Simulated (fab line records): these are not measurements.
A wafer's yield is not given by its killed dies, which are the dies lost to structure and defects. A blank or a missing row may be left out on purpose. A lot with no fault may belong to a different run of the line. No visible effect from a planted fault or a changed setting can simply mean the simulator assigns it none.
Matching of chambers ; flow gf180mcu ; GF_CONTACT_ETCH_17 on rie-diel-04: 4 sister chambers
The step etches SiO2 in C4F8/O2/Ar, stops on CoSi2, target depth 860 nm. 8 wafers are shown with their chamber, then 7 later ones without.

## WAFERS PAIRED WITH THEIR CHAMBERS
wafer;chamber;oes-product-au (a.u.)
L271.2;0;0.815
L271.3;2;0.812
L271.5;1;0.807
L274.1;1;0.818
L274.3;0;0.821
L274.4;3;0.819
L281.2;2;0.814
L281.3;3;0.821

## WAFERS WHOSE CHAMBER IS MISSING
wafer;oes-product-au (a.u.)
L281.4;0.812
L283.1;0.805
L283.4;0.816
L283.6;0.826
L284.2;0.809
L284.4;0.814
L284.5;0.807

## THE CHAMBER EACH PASSED THROUGH
wafer;from the rows above;in truth
L281.4;can't be placed: 1 or 2 or 0 or 3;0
L283.1;can't be placed: 1 or 2 or 0 or 3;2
L283.4;can't be placed: 0 or 2 or 1 or 3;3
L283.6;can't be placed: 3 or 0 or 2 or 1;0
L284.2;can't be placed: 1 or 2 or 0 or 3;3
L284.4;can't be placed: 2 or 1 or 0 or 3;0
L284.5;can't be placed: 1 or 2 or 0 or 3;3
Placed correctly: 0 of 7. From these rows, 7 cannot be placed; in 7 the true chamber is one of the candidates. Number placed wrongly: 0.
How it was worked out, from the rows above alone: a wafer's distance from a chamber is the root of the sum, over the readings, of the square of ((its reading less the chamber's mean) divided by the reading's scatter). If the next closest chamber is less than 2 further off than the closest, the wafer can't be placed; otherwise it belongs to the closest. For every chamber, the mean is computed from those of its wafers that are shown. How the scatter is found: for the shown wafers, subtract from each reading the mean of its chamber, square and add these, divide the total by (wafers less chambers), then take the root.
